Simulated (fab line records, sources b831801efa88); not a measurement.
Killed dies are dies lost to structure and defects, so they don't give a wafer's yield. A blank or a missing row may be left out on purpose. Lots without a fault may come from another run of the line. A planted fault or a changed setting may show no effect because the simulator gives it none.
fab line records | flow sky130
record lots=6 wafers=18 last_day=50
route steps=708 shown METAL1@454 VIA1@458 PAD_OPEN@708
lots that met no fault: from a run of the same line without faults
start_h: hours from the record's first day to the start of the lot's first wafer shown | wait_h: hours since the lot's step before | " the same as in the row above | L1.1+2: a row that stands for several wafers | - no value, or no start given | * or withheld: withheld | < > ~ a bound
route shown NAME@n: a module of which the file shows steps, and the number in the route of the first | usual: mean/standard deviation of fault-free wafers | same: alike in all rows | chamber/n: place in a boat | sites: the reading at each site | _std_site: their standard deviation | _edge_site: outer sites' mean less inner sites' | radius_mm: how far each site lies from the wafer's centre | mask NAME#n: copy n | behind: the tool/chamber that last shaped the wafer | hold: why the lot was held/for how many hours/how that ended | device: the transistor (n, p or np) that didn't switch | end of line: the same wafers' tests at the end of the route | a step without rows: its recipe alone | killed: dies lost to structure and defects at the first sort, not the wafer's yield | map: a wafer's dies, x killed, . not, _ none there
set.NAME: the setting as run; set.NAME@STEP: as run at that earlier step | model.NAME: the simulator's own value behind a step, which no gauge read
lots at some steps of the route; a table a step, a row a wafer
services: from which hour (start_h, from the record's first day; less than 0 if before it) a tool's chamber was out of use, for how many hours, and why
## steps
# step SKY_METAL1_STRIP_20
# recipe chemistry=O2/N2 power_w=1400 pressure_mtorr=1500 platen_temp_c=withheld o2_flow_sccm=3000 n2_flow_sccm=300 overash_fraction=0.5
# usual drypump_motor_current_A=5.6/0.43 n2_flow_sccm=300.0/0.88 oes_product_au=0.344/0.0048 strip_time_to_endpoint_s=2.72/0.041
# columns lot.wafer tool chamber start_h wait_h drypump_motor_current_A n2_flow_sccm oes_product_au rf_hours_counter_h strip_time_to_endpoint_s
L989.1 plasma_asher-01 1 771.45 0.1 5.3 301.2 0.349 99 2.71
L989.2 " 0 " " 6.6 299.3 0.347 99 2.77
L989.6 " 1 " " 5.3 298.7 0.354 - 2.72
L990.2 plasma_asher-04 1 784.78 0.1 5.7 300.1 0.349 31 2.75
L990.3 " 0 " " 5.4 301.1 0.342 - 2.70
L990.4 " 1 " " 5.7 301.2 0.344 - 2.74
L103.1 plasma_asher-03 1 912.15 0.1 5.5 300.0 0.348 80 2.81
L103.4 " 1 " " 5.5 299.8 0.348 - 2.71
L103.5 " 1 " " 5.5 300.5 0.350 - 2.80
L104.1 plasma_asher-04 1 914.48 0.1 5.7 299.3 0.348 44 2.75
L104.3 " 1 " " 5.7 300.3 0.345 - 2.68
L104.4 " 0 " " 5.4 300.2 0.350 - 2.77
L107.1 plasma_asher-01 0 916.04 0.1 6.6 300.0 0.340 113 2.76
L107.5 " 1 " " 5.3 300.6 0.345 - 2.76
L107.6 " 0 " " 6.6 300.7 0.336 - 2.74
L110.2 plasma_asher-04 1 928.35 0.1 5.7 299.9 0.340 46 2.73
L110.3 " 0 " " 5.4 299.3 0.347 - 2.63
L110.5 " 1 " " 5.7 300.5 0.341 - 2.74
# step SKY_METAL1_STRIP_21
# recipe chemistry=post_etch_residue_remover time_s=1200 temp_c=72.5
# step SKY_METAL1_CLEAN_22
# recipe chemistry=IPA time_s=180 temp_c=25
# step SKY_METAL1_CLEAN_23
# recipe chemistry=O3/DIW dry=n2_spin
# step SKY_VIA1_HDPCVD_00
# recipe material=SiO2 target_thk_nm=1030 sigma_open_frac=0.3 time_s=171.7 temp_c=400 sih4_flow_sccm=60 pressure_mtorr=6
# step SKY_VIA1_THK_MEAS_01
# recipe reads=SiO2_of_VIA1_HDPCVD_00
# usual VIA1_HDPCVD_THK=1033/8.3
# columns lot.wafer tool chamber start_h wait_h VIA1_HDPCVD_THK[nm]
L989.1 film_metro-01 - 772.22 0.1 1039
L989.2 " - " " 1029
L989.6 " - " " 1038
L990.2 film_metro-03 - 785.50 0.1 1032
L990.3 " - " " 1023
L990.4 " - " " 1036
L103.1 film_metro-03 - 912.85 0.1 1033
L103.4 " - " " 1040
L103.5 " - " " 1028
L104.1 film_metro-02 - 915.29 0.1 1039
L104.3 " - " " 1028
L104.4 " - " " 1029
L107.1 film_metro-01 - 916.81 0.1 1030
L107.5 " - " " 1033
L107.6 " - " " 1033
L110.2 film_metro-02 - 929.06 0.1 1037
L110.3 " - " " 1031
L110.5 " - " " 1043
# step SKY_VIA1_CMP_02
# recipe material=SiO2 down_force_psi=4 platen_rpm=60 pad_velocity_m_s=0.94248
# usual motor_current_A=12.5/1.3
# columns lot.wafer tool chamber start_h wait_h motor_current_A
L989.2 cmp-01 0 772.28 0.0 12.3
L989.1 " 3 " " 11.6
L989.6 " 0 " " 13.8
L990.2 cmp-01 0 785.55 0.0 14.5
L990.4 " 2 " " 10.4
L990.3 " 3 " " 11.4
L103.1 cmp-02 1 912.96 0.1 13.0
L103.4 " 2 " " 12.1
L103.5 " 0 " " 12.4
L104.1 cmp-02 0 915.35 0.1 11.9
L104.4 " 1 " " 13.2
L104.3 " 2 " " 11.5
L107.1 cmp-02 2 916.87 0.1 11.5
L107.6 " 2 " " 11.8
L107.5 " 3 " " 14.7
L110.3 cmp-01 1 929.21 0.1 12.5
L110.2 " 2 " " 10.4
L110.5 " 0 " " 13.7
# step SKY_VIA1_BOW_MEAS_03
# recipe mode=bow
# usual VIA1_BOW=80/7.6
# columns lot.wafer tool chamber start_h wait_h VIA1_BOW[um]
L989.1 film_metro-02 - 772.58 0.1 91
L989.2 " - " " 78
L989.6 " - " " 85
L990.2 film_metro-01 - 785.87 0.3 83
L990.3 " - " " 81
L990.4 " - " " 84
L103.1 film_metro-02 - 913.21 0.2 69
L103.4 " - " " 80
L103.5 " - " " 73
L104.1 film_metro-01 - 915.65 0.2 73
L104.3 " - " " 79
L104.4 " - " " 68
L107.1 film_metro-02 - 917.17 0.2 75
L107.5 " - " " 77
L107.6 " - " " 82
L110.2 film_metro-01 - 929.43 0.1 77
L110.3 " - " " 84
L110.5 " - " " 81
# step SKY_VIA1_DEHYDRATE_04
# recipe temp_c=200 time_s=60
# step SKY_VIA1_HMDS_05
# recipe prime_time_s=60 prime_temp_c=120
# step SKY_VIA1_COAT_06
# recipe resist=BARC temp_c=withheld time_s=withheld spin_rpm=3000 resist_thk_nm=60
# step SKY_VIA1_COAT_07
# recipe resist=KrF-thick spin_rpm=3000 resist_thk_nm=450
# step SKY_VIA1_SOFTBAKE_08
# recipe temp_c=100 time_s=90 resist=KrF-thick
# usual exhaust_pa=45.2/0.94 heater_power_total_W=57.37/0.11 run_length_s=119.22/0.1
# columns lot.wafer tool chamber start_h wait_h exhaust_pa heater_power_total_W run_length_s
L989.1 litho_track-02 0 784 - 45.8 57.48 119.38
L989.2 " 0 " " 44.3 57.50 119.21
L989.6 " 0 785 - 44.8 57.17 119.26
L990.2 litho_track-04 0 799 - 43.9 57.54 119.14
L990.3 " 0 " " 46.1 57.35 119.07
L990.4 " 0 " " 45.7 57.34 119.39
L103.1 litho_track-03 0 924 - 45.1 57.49 119.10
L103.4 " 0 " " 46.2 57.23 119.31
L103.5 " 0 925 - 46.4 57.38 119.17
L104.1 litho_track-03 0 928 - 45.1 58.24 113.73
L104.3 " 0 " " 45.6 58.51 113.79
L104.4 " 0 " " 46.3 58.52 113.85
L107.1 litho_track-03 0 930 - 46.4 58.33 113.80
L107.5 " 0 " " 45.7 58.38 113.89
L107.6 " 0 " " 45.8 58.32 113.88
L110.2 litho_track-04 0 941 - 44.3 57.44 119.18
L110.3 " 0 " " 46.7 57.49 119.34
L110.5 " 0 " " 45.2 57.27 119.20
# step SKY_VIA1_EXPOSE_09
# recipe mask_id=VIM na=0.8 source_shape=annular sigma_inner=0.55 sigma_outer=0.85 target_cd_nm=150 dose_mj=38
# step SKY_PAD_OPEN_PROBE_99
# usual defect_limited_yield=82.3/2 killed_at_M0_to_M3=44/7.9 killed_at_M4_up=3.1/1.9 killed_at_contacts=24/4.6 killed_at_front_end=16/4.9 killed_at_other=0.3/0.6 killed_dies=87/9.7 killed_open=48/7.2 killed_short=39/5.6 sort_bin_3_pad_short=0.8/0.47 sort_bin_5_function=10.4/1.5 sort_bin_6_memory=6.5/1.1 sort_n_pass=405/9.7 sort_yield_pct=82.3/2
# same gross_dies=492 killed_at_back_side=0 sort_bin_4_leakage[%]=0 sort_bin_8_speed[%]=0
# columns lot.wafer tool chamber start_h wait_h defect_limited_yield[%] killed_at_M0_to_M3 killed_at_M4_up killed_at_contacts killed_at_front_end killed_at_other killed_dies killed_open killed_short sort_bin_3_pad_short[%] sort_bin_5_function[%] sort_bin_6_memory[%] sort_n_pass sort_yield_pct[%]
L989.1 prober-01 - 1074.76 0.1 79.5 60 4 23 14 0 101 64 37 1.0 12.6 6.9 391 79.5
L989.2 prober-01 - 1074.81 0.1 82.5 45 2 28 11 0 86 48 38 1.0 10.6 5.9 406 82.5
L989.6 prober-01 - 1075.01 0.2 82.9 48 2 23 11 0 84 53 31 0.2 11.8 5.1 408 82.9
L990.2 prober-01 - 1088.12 0.1 81.5 54 4 17 16 0 91 47 43 1.0 11.2 6.3 401 81.5
L990.3 prober-01 - 1088.17 0.2 80.9 38 5 28 23 0 94 53 39 0.8 12.0 6.3 398 80.9
L990.4 prober-01 - 1088.22 0.2 82.9 39 5 24 16 0 84 40 43 0.8 10.2 6.1 408 82.9
L103.1 prober-02 - 1185.79 0.1 83.5 49 2 19 11 0 81 45 36 0.4 10.8 5.3 411 83.5
L103.4 prober-02 - 1185.94 0.2 80.7 57 5 24 9 0 95 51 44 0.8 10.4 8.1 397 80.7
L103.5 prober-02 - 1185.99 0.2 80.5 54 3 29 10 0 96 51 45 0.8 10.6 8.1 396 80.5
L110.2 prober-02 - 1193.88 0.1 80.5 41 6 38 11 0 96 51 45 1.8 10.8 6.9 396 80.5
L110.3 prober-02 - 1193.93 0.2 80.9 51 8 22 13 0 94 53 39 0.6 11.4 7.1 398 80.9
L110.5 prober-02 - 1194.03 0.2 81.3 52 3 20 17 0 92 50 41 0 11.6 7.1 400 81.3
# killed by level:class
L989.1 VIA1:geometric_particle:open=16 VIA2:geometric_particle:open=10 CONTACT:geometric_particle:open=9 VIA1:geometric_particle:short=7 METAL2:geometric_particle:short=6 FIELD_ISO:geometric_particle:open=5 VIA2:geometric_particle:short=4 LI_CONTACT:geometric_particle:open=4
L989.2 LI_CONTACT:geometric_particle:open=12 CONTACT:geometric_particle:open=10 VIA1:geometric_particle:open=9 VIA2:geometric_particle:open=9 VIA2:geometric_particle:short=8 FIELD_ISO:geometric_particle:short=5 METAL1:geometric_particle:short=4 METAL2:geometric_particle:short=4
L989.6 LI_CONTACT:geometric_particle:open=11 VIA2:geometric_particle:open=10 CONTACT:geometric_particle:open=7 METAL1:geometric_particle:short=7 VIA1:geometric_particle:open=7 METAL1:geometric_particle:open=5 VIA1:geometric_particle:short=5 FIELD_ISO:geometric_particle:open=3
L990.2 METAL2:geometric_particle:short=11 VIA1:geometric_particle:open=10 CONTACT:geometric_particle:open=8 LI_CONTACT:geometric_particle:open=7 METAL1:geometric_particle:short=7 VIA2:geometric_particle:open=7 FIELD_ISO:geometric_particle:short=4 FIELD_ISO:geometric_particle:open=4
L990.3 VIA1:geometric_particle:open=15 CONTACT:geometric_particle:open=9 POLY_GATE:geometric_particle:short=8 LI_CONTACT:geometric_particle:open=7 CONTACT:geometric_particle:short=7 LOCAL_INTERCONNECT:geometric_particle:short=5 FIELD_ISO:geometric_particle:short=4 POLY_GATE:geometric_particle:open=4
L990.4 VIA1:geometric_particle:open=8 LI_CONTACT:geometric_particle:open=6 CONTACT:geometric_particle:open=6 VIA1:geometric_particle:short=5 LOCAL_INTERCONNECT:geometric_particle:short=5 METAL1:geometric_particle:short=5 FIELD_ISO:geometric_particle:short=4 POLY_GATE:geometric_particle:short=4
L103.1 VIA1:geometric_particle:open=10 VIA3:geometric_particle:open=7 VIA2:geometric_particle:open=7 METAL2:geometric_particle:short=7 POLY_GATE:geometric_particle:short=5 LI_CONTACT:geometric_particle:open=5 CONTACT:geometric_particle:open=5 VIA2:geometric_particle:short=5
L103.4 VIA1:geometric_particle:short=11 METAL2:geometric_particle:short=9 CONTACT:geometric_particle:open=8 VIA2:geometric_particle:open=8 VIA3:geometric_particle:open=7 VIA1:geometric_particle:open=6 LI_CONTACT:geometric_particle:open=5 METAL1:geometric_particle:open=5
L103.5 VIA1:geometric_particle:open=10 LI_CONTACT:geometric_particle:open=9 LOCAL_INTERCONNECT:geometric_particle:short=8 VIA2:geometric_particle:open=8 VIA3:geometric_particle:open=8 CONTACT:geometric_particle:open=7 METAL1:geometric_particle:short=7 VIA1:geometric_particle:short=7
L110.2 CONTACT:geometric_particle:open=12 VIA1:geometric_particle:open=10 LI_CONTACT:geometric_particle:open=8 CONTACT:geometric_particle:short=7 LOCAL_INTERCONNECT:geometric_particle:short=5 METAL3:geometric_particle:short=5 VIA2:geometric_particle:open=5 VIA3:geometric_particle:open=5
L110.3 VIA1:geometric_particle:open=12 CONTACT:geometric_particle:open=8 POLY_GATE:geometric_particle:open=6 VIA2:geometric_particle:open=6 VIA1:geometric_particle:short=5 METAL4:geometric_particle:short=5 METAL3:geometric_particle:short=5 LOCAL_INTERCONNECT:geometric_particle:short=5
L110.5 VIA1:geometric_particle:open=10 METAL2:geometric_particle:short=8 VIA2:geometric_particle:open=7 VIA1:geometric_particle:short=6 POLY_GATE:geometric_particle:short=5 LI_CONTACT:geometric_particle:open=5 LOCAL_INTERCONNECT:geometric_particle:short=5 CONTACT:geometric_particle:open=5
## services
# columns tool chamber start_h hours kind
cmp-02 - 748.08 - consumable_replace:conditioner
cmp-02 - 748.08 - consumable_replace:pad
cmp-01 - 762.63 0.7 repair
cmp-02 - 770.13 13.8 pm
cmp-01 - 780.91 1.5 repair
cmp-02 - 798.91 0.6 repair
cmp-01 - 839.57 1.1 repair
cmp-01 - 840.69 5.2 pm
plasma_asher-03 - 863.21 1.4 repair
cmp-02 - 899.82 3.9 pm
cmp-02 - 905.68 2.5 repair
cmp-01 - 912.17 4.0 pm
cmp-01 - 916.17 - consumable_replace:conditioner
cmp-01 - 916.17 - consumable_replace:pad
plasma_asher-01 - 920.30 2.3 repair
cmp-01 - 921.82 3.0 repair
cmp-01 - 937.85 4.6 repair
## key
first_sign step=SKY_VIA1_SOFTBAKE_08 reading=run_length_s direction=down sigmas=53 usual=* struck=*
effect step=SKY_VIA1_SOFTBAKE_08 reading=heater_power_total_W direction=up sigmas=9.2 usual=* struck=*
met_at SKY_VIA1_SOFTBAKE_08
struck_wafers L104.1,L104.3,L104.4,L107.1,L107.5,L107.6
onset_between 924 928
fault kind=process_parameter_drift tool=litho_track-03 chamber=- onset_h=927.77 steps=SKY_VIA1_SOFTBAKE_08 channel=time_s offset=* shape=step end_h=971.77 acts_in=* stated=*
